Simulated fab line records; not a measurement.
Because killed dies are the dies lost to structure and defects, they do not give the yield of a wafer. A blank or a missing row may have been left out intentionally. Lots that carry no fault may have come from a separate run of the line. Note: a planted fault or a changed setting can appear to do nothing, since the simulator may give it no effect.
fab line records	flow sky130
[record] lots = 24	wafers = 72	lastDay = 51
route steps=708 shown CONTACT@430 METAL1@438 VIA1@461 VIA2@521
lots that met no fault: taken from a fault-free run of the same line
startH: hours from the record's opening day to when the first of the lot's shown wafers began	waitH: hours from the lot's prior step to this one	" the same as in the row above	L1.1+2: a row that stands for several wafers	- value missing, or start not given	* or withheld: withheld	< > ~ a bound
route shown NAME@n: NAME is a module with steps in the file, n the number in the route of the first one	usual: the fault-free wafers' mean and standard deviation	same: alike in all rows	chamber/n: place in a boat	sites: each site's reading	_std_site: the standard deviation of these	_edge_site: the outer-site mean with the inner-site mean subtracted	radiusMm: how far each site lies from the wafer's centre	mask NAME#n: copy n	behind: tool/chamber where the wafer was last shaped	hold: what put the lot on hold/how long, in hours/how the hold closed	device: which transistor (n, p or np) failed to switch	end of line: tests run on the same wafers once the route is complete	for a step that has no rows: nothing shown but its recipe	killed: at the first sort, the dies lost to defects and structure; wafer yield is something else	map: a wafer's dies, marking killed ones x, the rest . and places with no die _
set.NAME: the setting the step ran with; set.NAME@STEP: the setting that earlier step ran with	model.NAME: the simulator's own value behind a step, which no gauge read
a sample of lots followed through the steps of the route, with each step as a table and each wafer as a row
services: a tool's chamber out of use, with start hour (startH, from the record's first day; less than 0 if before it), hours out, and reason
[[steps]]
[step SKY_CONTACT_CVD_24]
[recipe] material = W	targetThkNm = 340	timeS = 102.12	tempC = 400	pressureTorr = 40
[usual] heaterPowerW = 866/87
lot.wafer	tool	chamber	startH	waitH	heaterPowerW
L074.2	cvdW-01	1	728.07	0.0	871
L074.3	"	0	"	"	733
L074.6	"	0	"	"	722
L075.4	cvdW-02	1	746.08	0.1	964
L075.5	"	0	"	"	902
L075.6	"	1	"	"	945
L076.1	cvdW-02	0	749.11	0.0	918
L076.2	"	1	"	"	944
L076.5	"	0	"	"	926
L077.4	cvdW-01	1	762.49	0.1	876
L077.5	"	0	"	"	747
L077.6	"	1	"	"	877
L078.3	cvdW-02	0	792.10	0.1	958
L078.4	"	1	"	"	979
L078.6	"	1	"	"	954
L079.4	cvdW-01	0	793.33	0.1	764
L079.5	"	0	"	"	725
L079.6	"	1	"	"	870
L080.1	cvdW-02	0	793.64	0.0	929
L080.4	"	0	"	"	906
L080.5	"	1	"	"	974
L081.3	cvdW-01	1	795.00	0.1	924
L081.5	"	1	"	"	856
L081.6	"	0	"	"	733
L082.3	cvdW-02	1	800.70	0.1	982
L082.5	"	0	"	"	912
L082.6	"	1	"	"	982
L083.1	cvdW-02	0	809.43	0.0	947
L083.3	"	0	"	"	920
L083.5	"	0	"	"	924
L084.1	cvdW-02	0	821.96	0.0	891
L084.3	"	1	"	"	972
L084.5	"	1	"	"	981
L086.1	cvdW-02	1	830.37	0.0	953
L086.3	"	1	"	"	945
L086.6	"	1	"	"	959
L085.1	cvdW-01	1	833.74	0.0	880
L085.2	"	0	"	"	722
L085.4	"	1	"	"	863
L087.2	cvdW-02	0	842.10	0.0	925
L087.4	"	1	"	"	980
L087.6	"	1	"	"	986
L088.2	cvdW-01	1	843.01	0.0	896
L088.3	"	1	"	"	875
L088.6	"	1	"	"	880
L089.2	cvdW-01	1	862.30	0.0	900
L089.5	"	0	"	"	730
L089.6	"	1	"	"	886
L090.2	cvdW-01	1	869.86	0.0	857
L090.3	"	0	"	"	738
L090.4	"	1	"	"	896
L091.2	cvdW-01	0	875.11	0.0	723
L091.3	"	1	"	"	902
L091.5	"	0	"	"	739
L092.2	cvdW-02	0	879.93	0.0	911
L092.4	"	0	"	"	902
L092.5	"	1	"	"	960
L093.2	cvdW-01	1	881.44	0.0	882
L093.3	"	1	"	"	891
L093.6	"	0	"	"	730
L094.1	cvdW-01	0	889.55	0.0	732
L094.2	"	1	"	"	871
L094.3	"	0	"	"	725
L095.1	cvdW-01	0	896.17	0.0	744
L095.5	"	1	"	"	903
L095.6	"	0	"	"	742
L097.1	cvdW-01	0	922.71	0.0	751
L097.4	"	0	"	"	728
L097.5	"	1	"	"	882
L096.1	cvdW-02	0	950.41	0.0	879
L096.2	"	1	"	"	853
L096.6	"	0	"	"	882
[step SKY_METAL1_SPUTTER_04]
[recipe] material = TiN	targetThkNm = 70	powerW = 6500	timeS = 58.3	chamberPressurePa = 0.4
[usual] chamberPressurePa = 0.4001/0.00089	throttleValvePct = 30.7/1.1
lot.wafer	tool	chamber	startH	waitH	chamberPressurePa	throttleValvePct
L074.2	pvdSputter-04	-	728.75	0.0	0.4009	29.6
L074.3	"	-	"	"	0.3992	30.3
L074.6	"	-	"	"	0.4012	31.0
L075.4	pvdSputter-03	-	746.72	0.0	0.3995	29.3
L075.5	"	-	"	"	0.3997	30.9
L075.6	"	-	"	"	0.4003	29.6
L076.1	pvdSputter-03	-	749.79	0.0	0.4003	30.9
L076.2	"	-	"	"	0.4007	33.0
L076.5	"	-	"	"	0.4005	30.7
L077.4	pvdSputter-01	-	763.14	0.0	0.3997	30.0
L077.5	"	-	"	"	0.3998	30.6
L077.6	"	-	"	"	0.4010	30.5
L078.3	pvdSputter-03	-	792.75	0.0	0.3989	32.9
L078.4	"	-	"	"	0.3997	31.6
L078.6	"	-	"	"	0.4013	31.1
L079.4	pvdSputter-01	-	793.98	0.0	0.3995	30.3
L079.5	"	-	"	"	0.4003	29.6
L079.6	"	-	"	"	0.4007	30.2
L080.1	pvdSputter-03	-	794.32	0.0	0.3993	29.5
L080.4	"	-	"	"	0.4000	31.7
L080.5	"	-	"	"	0.4001	31.6
L081.3	pvdSputter-01	-	795.64	0.0	0.3999	29.7
L081.5	"	-	"	"	0.4007	30.0
L081.6	"	-	"	"	0.3988	30.5
L082.3	pvdSputter-03	-	801.35	0.0	0.3995	33.1
L082.5	"	-	"	"	0.3997	33.0
L082.6	"	-	"	"	0.3999	31.6
L083.1	pvdSputter-03	-	810.11	0.0	0.4000	31.6
L083.3	"	-	"	"	0.4000	33.0
L083.5	"	-	"	"	0.4017	31.6
L084.1	pvdSputter-03	-	822.64	0.0	0.3990	32.9
L084.3	"	-	"	"	0.3992	29.5
L084.5	"	-	"	"	0.4003	31.0
L086.1	pvdSputter-01	-	831.05	0.0	0.4000	29.6
L086.3	"	-	"	"	0.4005	30.3
L086.6	"	-	"	"	0.4011	30.3
L085.1	pvdSputter-01	-	834.42	0.0	0.4011	29.8
L085.2	"	-	"	"	0.3995	30.2
L085.4	"	-	"	"	0.3993	29.8
L087.2	pvdSputter-04	-	842.84	0.0	0.3997	29.6
L087.4	"	-	"	"	0.3986	31.1
L087.6	"	-	"	"	0.4003	30.3
L088.2	pvdSputter-03	-	843.69	0.0	0.4004	31.6
L088.3	"	-	"	"	0.4009	33.0
L088.6	"	-	"	"	0.3987	29.5
L089.2	pvdSputter-03	-	862.99	0.0	0.4002	31.1
L089.5	"	-	"	"	0.3988	29.7
L089.6	"	-	"	"	0.3989	31.1
L090.2	pvdSputter-03	-	870.54	0.0	0.4016	29.5
L090.3	"	-	"	"	0.3994	30.9
L090.4	"	-	"	"	0.4021	31.4
L091.2	pvdSputter-03	-	875.80	0.0	0.3999	31.1
L091.3	"	-	"	"	0.4002	29.7
L091.5	"	-	"	"	0.3995	31.2
L092.2	pvdSputter-04	-	880.61	0.0	0.4004	31.2
L092.4	"	-	"	"	0.4009	30.5
L092.5	"	-	"	"	0.3993	29.5
L093.2	pvdSputter-03	-	882.12	0.0	0.4000	31.2
L093.3	"	-	"	"	0.3994	29.6
L093.6	"	-	"	"	0.4008	33.0
L094.1	pvdSputter-03	-	890.24	0.0	0.3993	31.6
L094.2	"	-	"	"	0.3996	30.8
L094.3	"	-	"	"	0.3984	32.8
L095.1	pvdSputter-01	-	896.85	0.0	0.3997	30.3
L095.5	"	-	"	"	0.3995	29.5
L095.6	"	-	"	"	0.4012	30.1
L097.1	pvdSputter-01	-	923.39	0.0	0.4001	29.7
L097.4	"	-	"	"	0.4005	30.2
L097.5	"	-	"	"	0.3988	30.3
L096.1	pvdSputter-01	-	951.09	0.0	0.3983	30.3
L096.2	"	-	"	"	0.3992	29.5
L096.6	"	-	"	"	0.3989	29.9
[step SKY_VIA1_BOW_MEAS_03]
[recipe] mode = bow
[usual] VIA1_BOW = 79/7.3
lot.wafer	tool	chamber	startH	waitH	VIA1_BOW[um]
L074.2	filmMetro-02	-	757.69	0.1	78
L074.3	"	-	"	"	81
L074.6	"	-	"	"	87
L075.4	filmMetro-01	-	775.88	0.2	88
L075.5	"	-	"	"	90
L075.6	"	-	"	"	75
L076.1	filmMetro-04	-	776.73	0.2	66
L076.2	"	-	"	"	65
L076.5	"	-	"	"	86
L077.4	filmMetro-04	-	791.12	0.2	92
L077.5	"	-	"	"	70
L077.6	"	-	"	"	66
L078.3	filmMetro-02	-	821.30	0.2	80
L078.4	"	-	"	"	84
L078.6	"	-	"	"	93
L079.4	filmMetro-02	-	821.78	0.3	78
L079.5	"	-	"	"	80
L079.6	"	-	"	"	77
L080.1	filmMetro-01	-	822.07	0.2	78
L080.4	"	-	"	"	87
L080.5	"	-	"	"	74
L081.3	filmMetro-02	-	823.93	0.1	76
L081.5	"	-	"	"	82
L081.6	"	-	"	"	79
L082.3	filmMetro-01	-	829.58	0.2	83
L082.5	"	-	"	"	73
L082.6	"	-	"	"	85
L083.1	filmMetro-04	-	837.72	0.2	67
L083.3	"	-	"	"	75
L083.5	"	-	"	"	83
L084.1	filmMetro-04	-	850.10	0.1	84
L084.3	"	-	"	"	84
L084.5	"	-	"	"	82
L086.1	filmMetro-01	-	858.95	0.1	78
L086.3	"	-	"	"	87
L086.6	"	-	"	"	81
L085.1	filmMetro-01	-	861.53	0.1	65
L085.2	"	-	"	"	73
L085.4	"	-	"	"	72
L087.2	filmMetro-02	-	869.94	0.1	82
L087.4	"	-	"	"	86
L087.6	"	-	"	"	75
L088.2	filmMetro-02	-	871.65	0.1	71
L088.3	"	-	"	"	87
L088.6	"	-	"	"	85
L089.2	filmMetro-04	-	891.00	0.3	76
L089.5	"	-	"	"	73
L089.6	"	-	"	"	85
L090.2	filmMetro-04	-	899.07	0.2	86
L090.3	"	-	"	"	76
L090.4	"	-	"	"	83
L091.2	filmMetro-04	-	903.21	0.2	73
L091.3	"	-	"	"	74
L091.5	"	-	"	"	68
L092.2	filmMetro-01	-	907.92	0.2	75
L092.4	"	-	"	"	83
L092.5	"	-	"	"	65
L093.2	filmMetro-02	-	909.43	0.2	69
L093.3	"	-	"	"	70
L093.6	"	-	"	"	76
L094.1	filmMetro-02	-	917.06	0.2	65
L094.2	"	-	"	"	81
L094.3	"	-	"	"	83
L095.1	filmMetro-01	-	924.00	0.1	86
L095.5	"	-	"	"	76
L095.6	"	-	"	"	79
L097.1	filmMetro-04	-	949.57	0.2	74
L097.4	"	-	"	"	74
L097.5	"	-	"	"	94
L096.1	filmMetro-01	-	976.84	0.2	65
L096.2	"	-	"	"	81
L096.6	"	-	"	"	79
[step SKY_VIA1_STRIP_16]
[recipe] chemistry = O2/N2	powerW = 1400	pressureMtorr = 1500	platenTempC = withheld	o2FlowSccm = 3000	n2FlowSccm = 300	overashFraction = 0.5
[usual] drypumpMotorCurrentA = 5.7/0.48	oesProductAu = 0.416/0.004	stripTimeToEndpointS = 4.461/0.017
lot.wafer	tool	chamber	startH	waitH	drypumpMotorCurrentA	oesProductAu	rfHoursCounterH	stripTimeToEndpointS
L074.2	plasmaAsher-04	1	784.43	0.0	5.6	0.412	66	4.458
L074.3	"	0	"	"	5.1	0.410	-	4.451
L074.6	"	0	"	"	5.1	0.418	-	4.462
L075.4	plasmaAsher-03	1	802.76	0.1	6.4	0.411	-	4.466
L075.5	"	0	"	"	5.4	0.418	-	4.478
L075.6	"	1	"	"	6.4	0.415	-	4.471
L076.1	plasmaAsher-04	0	803.37	0.0	5.1	0.417	68	4.447
L076.2	"	1	"	"	5.6	0.421	68	4.427
L076.5	"	0	"	"	5.1	0.411	-	4.444
L077.4	plasmaAsher-01	1	817.59	0.1	5.6	0.420	-	4.473
L077.5	"	0	"	"	6.3	0.410	-	4.436
L077.6	"	1	"	"	5.6	0.411	-	4.478
L078.3	plasmaAsher-04	1	847.34	0.1	5.6	0.419	-	4.477
L078.4	"	0	"	"	5.1	0.418	-	4.468
L078.6	"	0	"	"	5.1	0.412	-	4.456
L079.4	plasmaAsher-01	1	847.51	0.1	5.6	0.419	-	4.472
L079.5	"	1	"	"	5.6	0.408	-	4.464
L079.6	"	0	"	"	6.3	0.419	-	4.470
L080.1	plasmaAsher-03	1	848.26	0.0	6.4	0.420	9	4.487
L080.4	"	0	"	"	5.5	0.421	-	4.461
L080.5	"	1	"	"	6.4	0.419	-	4.451
L081.3	plasmaAsher-01	0	850.16	0.1	6.3	0.415	-	4.441
L081.5	"	0	"	"	6.3	0.418	-	4.435
L081.6	"	1	"	"	5.6	0.422	-	4.454
L082.3	plasmaAsher-01	0	855.01	0.1	6.2	0.416	-	4.467
L082.5	"	0	"	"	6.3	0.413	-	4.452
L082.6	"	1	"	"	5.6	0.413	-	4.504
L083.1	plasmaAsher-04	1	863.65	0.0	5.6	0.418	73	4.472
L083.3	"	0	"	"	5.1	0.410	-	4.463
L083.5	"	0	"	"	5.1	0.416	-	4.453
L084.1	plasmaAsher-04	1	875.98	0.0	5.6	0.415	75	4.434
L084.3	"	1	"	"	5.6	0.421	-	4.450
L084.5	"	1	"	"	5.6	0.414	-	4.440
L086.1	plasmaAsher-03	1	885.07	0.0	6.4	0.415	13	4.454
L086.3	"	1	"	"	6.4	0.422	-	4.504
L086.6	"	0	"	"	5.5	0.417	-	4.472
L085.1	plasmaAsher-04	0	888.02	0.0	5.0	0.412	76	4.456
L085.2	"	1	"	"	5.6	0.421	76	4.472
L085.4	"	0	"	"	5.1	0.417	-	4.457
L087.2	plasmaAsher-01	1	896.66	0.0	5.6	0.416	47	4.432
L087.4	"	1	"	"	5.6	0.418	-	4.447
L087.6	"	0	"	"	6.3	0.415	-	4.460
L088.2	plasmaAsher-04	0	898.23	0.0	5.1	0.421	77	4.460
L088.3	"	1	"	"	5.6	0.415	-	4.488
L088.6	"	0	"	"	5.1	0.420	-	4.484
L089.2	plasmaAsher-03	1	916.52	0.0	6.4	0.418	16	4.469
L089.5	"	0	"	"	5.4	0.418	-	4.468
L089.6	"	1	"	"	6.4	0.414	-	4.466
L090.2	plasmaAsher-03	0	924.08	0.0	5.4	0.411	17	4.434
L090.3	"	0	"	"	5.4	0.419	-	4.459
L090.4	"	1	"	"	6.4	0.419	-	4.440
L091.2	plasmaAsher-03	0	928.01	0.0	5.5	0.427	17	4.432
L091.3	"	1	"	"	6.4	0.409	-	4.419
L091.5	"	1	"	"	6.4	0.421	-	4.450
L092.2	plasmaAsher-04	1	932.13	0.0	5.6	0.419	81	4.476
L092.4	"	1	"	"	5.6	0.418	-	4.481
L092.5	"	0	"	"	5.1	0.418	-	4.475
L093.2	plasmaAsher-03	0	934.42	0.0	5.5	0.415	18	4.433
L093.3	"	1	"	"	6.4	0.410	-	4.480
L093.6	"	1	"	"	6.4	0.416	-	4.457
L094.1	plasmaAsher-03	1	942.92	0.0	6.4	0.419	19	4.485
L094.2	"	0	"	"	5.5	0.417	19	4.486
L094.3	"	0	"	"	5.5	0.413	-	4.457
L095.1	plasmaAsher-04	1	949.18	0.0	5.6	0.414	82	4.483
L095.5	"	0	"	"	5.1	0.413	-	4.452
L095.6	"	1	"	"	5.6	0.410	-	4.470
L097.1	plasmaAsher-04	0	973.92	0.0	5.1	0.413	85	4.455
L097.4	"	0	"	"	5.1	0.411	-	4.455
L097.5	"	0	"	"	5.1	0.417	-	4.477
L096.1	plasmaAsher-03	0	1000.23	0.0	5.5	0.427	25	4.459
L096.2	"	1	"	"	6.4	0.417	25	4.460
L096.6	"	0	"	"	5.4	0.415	-	4.456
[step SKY_VIA2_ETCH_14]
[recipe] chemistry = N2/H2	target = BARC	ionEnergyEv = 192.4	sourceW = 500	biasW = 100	pressureMtorr = 30	n2FlowSccm = 100	h2FlowSccm = 200	stopOn = SiO2	timeS = 45.9	targetDepthA = 600
[usual] drypumpMotorCurrentA = 5.7/0.43	oesProductAu = 0.854/0.0049	throttleValvePct = 13.224/0.0088
lot.wafer	tool	chamber	startH	waitH	drypumpMotorCurrentA	oesProductAu	rfHoursCounterH	throttleValvePct
L074.2	rieDiel-03	3	840.37	0.0	5.2	0.846	9	13.229
L074.3	"	1	"	"	5.1	0.853	5	13.217
L074.6	"	0	"	"	5.6	0.846	-	13.229
L075.4	rieDiel-02	0	858.48	0.0	6.0	0.845	11	13.209
L075.5	"	3	"	"	6.0	0.861	-	13.230
L075.6	"	2	"	"	5.8	0.857	-	13.232
L076.1	rieDiel-01	1	859.52	0.0	6.4	0.863	9	13.215
L076.2	"	3	"	"	6.0	0.856	15	13.218
L076.5	"	0	"	"	5.4	0.856	-	13.218
L077.4	rieDiel-01	1	873.37	0.0	6.4	0.865	9	13.228
L077.5	"	3	"	"	6.0	0.860	-	13.219
L077.6	"	2	"	"	6.4	0.853	-	13.232
L078.3	rieDiel-03	1	902.54	0.0	5.1	0.853	7	13.235
L078.4	"	2	"	"	5.5	0.853	16	13.235
L078.6	"	2	"	"	5.5	0.845	-	13.215
L079.4	rieDiel-01	1	902.87	0.0	6.5	0.860	10	13.237
L079.5	"	3	"	"	6.0	0.860	-	13.211
L079.6	"	2	"	"	6.4	0.855	-	13.211
L080.1	rieDiel-02	2	903.22	0.0	5.8	0.856	12	13.242
L080.4	"	3	"	"	6.0	0.854	5	13.225
L080.5	"	0	"	"	6.0	0.855	-	13.217
L081.3	rieDiel-01	1	905.07	0.0	6.4	0.854	10	13.216
L081.5	"	0	"	"	5.4	0.860	-	13.224
L081.6	"	3	"	"	6.0	0.857	-	13.222
L082.3	rieDiel-01	3	909.67	0.0	6.0	0.846	17	13.225
L082.5	"	3	"	"	6.0	0.847	-	13.234
L082.6	"	1	"	"	6.4	0.854	-	13.225
L083.1	rieDiel-03	2	918.62	0.0	5.5	0.855	16	13.210
L083.3	"	0	"	"	5.6	0.848	18	13.240
L083.5	"	2	"	"	5.5	0.861	-	13.215
L084.1	rieDiel-01	2	930.82	0.0	6.4	0.844	27	13.215
L084.3	"	0	"	"	5.4	0.841	8	13.214
L084.5	"	2	"	"	6.4	0.851	-	13.230
L086.1	rieDiel-03	1	939.44	0.0	5.1	0.856	8	13.221
L086.3	"	0	"	"	5.7	0.848	18	13.225
L086.6	"	3	"	"	5.2	0.854	-	13.230
L085.1	rieDiel-03	1	941.17	0.0	5.1	0.854	8	13.222
L085.2	"	0	"	"	5.6	0.845	18	13.240
L085.4	"	3	"	"	5.2	0.847	12	13.228
L087.2	rieDiel-03	2	949.67	0.0	5.5	0.857	17	13.212
L087.4	"	3	"	"	5.2	0.857	12	13.232
L087.6	"	2	"	"	5.5	0.853	-	13.229
L088.2	rieDiel-02	2	950.62	0.0	5.8	0.856	13	13.222
L088.3	"	0	"	"	6.0	0.859	14	13.237
L088.6	"	2	"	"	5.8	0.851	-	13.223
L089.2	rieDiel-03	2	969.92	0.0	5.5	0.861	18	13.213
L089.5	"	0	"	"	5.6	0.855	-	13.231
L089.6	"	1	"	"	5.0	0.853	-	13.235
L090.2	rieDiel-02	3	975.89	0.0	6.0	0.854	7	13.226
L090.3	"	1	"	"	5.9	0.851	2	13.237
L090.4	"	0	"	"	6.0	0.855	14	13.240
L091.2	rieDiel-03	2	981.17	0.0	5.5	0.854	18	13.222
L091.3	"	3	"	"	5.2	0.856	13	13.215
L091.5	"	0	"	"	5.6	0.855	-	13.217
L092.2	rieDiel-01	1	984.32	0.0	6.4	0.851	13	13.225
L092.4	"	3	"	"	6.0	0.858	19	13.241
L092.5	"	3	"	"	6.0	0.855	-	13.212
L093.2	rieDiel-01	0	986.17	0.0	5.4	0.858	10	13.228
L093.3	"	2	"	"	6.4	0.853	1	13.232
L093.6	"	3	"	"	6.0	0.848	-	13.220
L094.1	rieDiel-01	0	993.52	0.0	5.4	0.860	10	13.228
L094.2	"	3	"	"	6.0	0.856	19	13.239
L094.3	"	1	"	"	6.4	0.857	13	13.233
L095.1	rieDiel-03	2	999.44	0.0	5.5	0.856	19	13.226
L095.5	"	0	"	"	5.6	0.861	-	13.223
L095.6	"	1	"	"	5.1	0.856	-	13.221
L097.1	rieDiel-02	1	1023.17	0.0	5.9	0.853	4	13.230
L097.4	"	0	"	"	6.0	0.861	16	13.233
L097.5	"	1	"	"	5.9	0.853	-	13.216
L096.1	rieDiel-03	1	1048.92	0.0	5.1	0.857	11	13.209
L096.2	"	3	"	"	5.2	0.866	16	13.222
L096.6	"	3	"	"	5.2	0.856	-	13.222
[step SKY_VIA2_SPUTTER_20]
[recipe] material = TiN	targetThkNm = 20	chamberPressurePa = 5	powerW = 4000	timeS = 80
[usual] chamberPressurePa = 5.002/0.0091	throttleValvePct = 30.2/1.1
lot.wafer	tool	chamber	startH	waitH	chamberPressurePa	throttleValvePct
L074.2	pvdSputter-02	-	841.07	0.0	5.002	31.4
L074.3	"	-	"	"	5.005	28.2
L074.6	"	-	"	"	5.003	31.7
L075.4	pvdSputter-04	-	859.18	0.0	4.999	30.6
L075.5	"	-	"	"	5.008	31.1
L075.6	"	-	"	"	4.982	30.6
L076.1	pvdSputter-02	-	860.22	0.0	4.991	28.2
L076.2	"	-	"	"	5.000	31.1
L076.5	"	-	"	"	5.008	27.9
L077.4	pvdSputter-04	-	874.08	0.0	4.980	30.7
L077.5	"	-	"	"	5.004	30.7
L077.6	"	-	"	"	4.998	30.7
L078.3	pvdSputter-02	-	903.23	0.0	4.999	30.3
L078.4	"	-	"	"	5.004	31.2
L078.6	"	-	"	"	5.004	31.1
L079.4	pvdSputter-01	-	903.61	0.0	5.009	30.4
L079.5	"	-	"	"	5.005	29.1
L079.6	"	-	"	"	4.990	30.5
L080.1	pvdSputter-02	-	903.92	0.0	4.991	31.1
L080.4	"	-	"	"	5.011	28.1
L080.5	"	-	"	"	4.986	30.0
L081.3	pvdSputter-04	-	905.80	0.0	5.002	30.9
L081.5	"	-	"	"	4.989	31.0
L081.6	"	-	"	"	5.007	30.6
L082.3	pvdSputter-01	-	910.37	0.0	5.004	30.4
L082.5	"	-	"	"	4.984	29.9
L082.6	"	-	"	"	4.991	30.3
L083.1	pvdSputter-02	-	919.32	0.0	5.014	31.3
L083.3	"	-	"	"	5.003	31.5
L083.5	"	-	"	"	5.006	31.6
L084.1	pvdSputter-01	-	931.61	0.0	5.017	30.1
L084.3	"	-	"	"	5.000	29.5
L084.5	"	-	"	"	5.002	30.6
L086.1	pvdSputter-02	-	940.14	0.0	4.995	32.0
L086.3	"	-	"	"	5.010	30.0
L086.6	"	-	"	"	5.006	31.8
L085.1	pvdSputter-04	-	941.87	0.0	4.998	30.4
L085.2	"	-	"	"	5.007	31.1
L085.4	"	-	"	"	5.012	29.2
L087.2	pvdSputter-02	-	950.38	0.0	5.002	30.2
L087.4	"	-	"	"	5.004	28.2
L087.6	"	-	"	"	4.991	30.1
L088.2	pvdSputter-02	-	951.32	0.0	4.989	31.8
L088.3	"	-	"	"	5.008	28.1
L088.6	"	-	"	"	5.002	31.7
L089.2	pvdSputter-02	-	970.65	0.0	5.010	31.3
L089.5	"	-	"	"	5.006	31.8
L089.6	"	-	"	"	5.016	28.1
L090.2	pvdSputter-01	-	976.63	0.0	5.020	30.3
L090.3	"	-	"	"	5.001	30.2
L090.4	"	-	"	"	4.989	29.9
L091.2	pvdSputter-01	-	981.90	0.0	4.990	29.3
L091.3	"	-	"	"	4.996	30.4
L091.5	"	-	"	"	4.990	29.7
L092.2	pvdSputter-01	-	985.06	0.0	5.005	29.4
L092.4	"	-	"	"	5.005	30.3
L092.5	"	-	"	"	4.983	30.6
L093.2	pvdSputter-01	-	986.90	0.0	5.005	29.5
L093.3	"	-	"	"	5.012	30.3
L093.6	"	-	"	"	5.003	29.5
L094.1	pvdSputter-02	-	994.26	0.0	4.995	31.0
L094.2	"	-	"	"	4.990	31.8
L094.3	"	-	"	"	5.013	29.9
L095.1	pvdSputter-04	-	1000.14	0.0	4.992	30.8
L095.5	"	-	"	"	5.001	29.1
L095.6	"	-	"	"	4.991	29.5
L097.1	pvdSputter-01	-	1023.91	0.0	5.012	30.1
L097.4	"	-	"	"	4.984	29.4
L097.5	"	-	"	"	5.009	30.0
L096.1	pvdSputter-02	-	1049.62	0.0	5.007	28.2
L096.2	"	-	"	"	5.000	31.6
L096.6	"	-	"	"	4.998	31.4
[[services]]
tool	chamber	startH	hours	kind
pvdSputter-03	-	732.01	3.8	repair
plasmaAsher-04	-	733.73	3.3	repair
plasmaAsher-03	-	733.75	9.0	pm
rieDiel-03	1	775.16	11.0	repair
cvdW-02	1	775.87	3.8	repair
pvdSputter-03	-	780.42	9.9	repair
pvdSputter-01	-	789.67	2.1	repair
rieDiel-03	2	805.79	12.2	repair
plasmaAsher-04	-	820.76	11.2	pm
cvdW-02	-	830.86	1.9	repair
pvdSputter-01	-	837.56	9.8	repair
cvdW-01	-	844.42	0.9	repair
cvdW-02	-	849.60	6.0	pm
rieDiel-03	1	851.73	1.2	repair
rieDiel-03	-	896.30	2.8	pm
cvdW-02	-	904.11	14.0	pm
pvdSputter-03	-	917.11	9.1	repair
cvdW-02	-	921.73	1.2	repair
cvdW-01	-	995.15	5.5	repair
cvdW-01	-	1008.58	2.8	pm
rieDiel-03	3	1035.97	3.6	repair
rieDiel-03	0	1036.78	6.0	repair
pvdSputter-01	-	1037.47	0.7	repair
rieDiel-03	-	1043.91	0.7	repair
[[key]]
fault none
